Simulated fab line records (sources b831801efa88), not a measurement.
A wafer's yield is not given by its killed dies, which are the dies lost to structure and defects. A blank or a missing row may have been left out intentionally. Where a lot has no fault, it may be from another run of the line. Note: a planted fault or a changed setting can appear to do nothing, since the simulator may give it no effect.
Code-filled problem report in 8D (eight disciplines) form	flow gf180mcu	the parts of the form that need people (team, actions taken, sign-off) are left out

== 1. WHAT WENT WRONG ==
Mean DNWELL_TW at GF_DNWELL_TW_MEAS_09: 1181 over 6 wafers in 2 lots; fault-free wafers: 1343, standard deviation 13. Measured from the usual mean, that is -12 standard deviations.
First seen on wafer L577.2, day 4 12:04, on film-metro-03. The record has a number at this step for 35 wafers belonging to 12 lots. Rule for "out", or "out of limits": more than 4 standard deviations from the usual mean. Any other wafer with a number is counted as sound.

== 2. WHAT IT IS, WHAT IT ISN'T ==
question	is	is not
which readings at this step	DNWELL_TW	-
which lots	L577, L578	L569, L570, L571, L572, L573, L574, L580, L588, L590, L592
which wafers of those lots	all that have a number	-
read on which gauges	film-metro-03, film-metro-04	film-metro-02
when	from day 4 12:04	up to then (17 sound wafers); but 12 sound wafers of L580, L588, L590, L592 came after

== 3. THE SUSPECTS, EACH WITH WHAT RULES IT OUT ==
Counting: a tool at a process step up to the reading stays a suspect if it ran every lot that is out and no sound lot after the first of them.
- the gauge at GF_DNWELL_TW_MEAS_09 is ruled out. 2 gauges (film-metro-03, film-metro-04) read the wafers that are out.
- implanter-02 at GF_DNWELL_IMPLANT_07: kept. Every lot that is out went through it, starting with L577 (day 4 11:50), and after that it ran no sound lot; the last sound lot it ran before then is L574 (day 3 20:52). On those wafers its own readings are out: dose-ions-cm2, faraday-current-uA.
The count leaves implanter-02 at GF_DNWELL_IMPLANT_07.

== 4. THE CAUSE (what the simulator had put in) ==
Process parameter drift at GF_DNWELL_IMPLANT_07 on implanter-02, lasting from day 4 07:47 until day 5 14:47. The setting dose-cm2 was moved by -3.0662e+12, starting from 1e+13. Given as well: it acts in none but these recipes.
Counting left only this tool.

== 5. THE EFFECT CHAIN, in route order ==
Each row: a reading whose mean over the struck wafers that have a number lies more than 3 standard deviations from the usual. Readings are gone through only where the record gives a usual standard deviation; hours: the median, over the lots, of the time from a lot's start at the first step in this table giving one to that lot's start at this step; sigmas: the change measured in usual standard deviations.
hours	step	reading	usual	on struck wafers	change	sigmas
0	GF_DNWELL_IMPLANT_07	dose-ions-cm2	9.998e+12	6.934e+12	-3.064e+12	-99 or more
0	GF_DNWELL_IMPLANT_07	faraday-current-uA	56.4	39.2	-17.2	-16
0	GF_DNWELL_TW_MEAS_09	DNWELL_TW	1343	1181	-162	-12
The process steps in it:
- GF_DNWELL_IMPLANT_07
Later steps that measure or inspect, where all struck wafers having a row at the step show a number for every such reading and not one has moved that far: GF_POLY_GATE_CD_MEAS_18, GF_HV_LDD_OVL_MEAS_20.

== 6. WHAT WOULD HAVE CAUGHT IT SOONER ==
Counted from the fault's start at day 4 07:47, it took 4 hours until the first out-of-limits reading at a measuring or inspecting step in this record, taken at day 4 12:04.
Tool's own readings at GF_DNWELL_IMPLANT_07, dose-ions-cm2, faraday-current-uA: out on all struck wafers the step has rows for; an alarm limit on them would have tripped on the first.
L578, from the lots that are out (2), started GF_DNWELL_IMPLANT_07 on implanter-02 later than day 4 12:04. Putting the tool on hold at that point would have spared it.
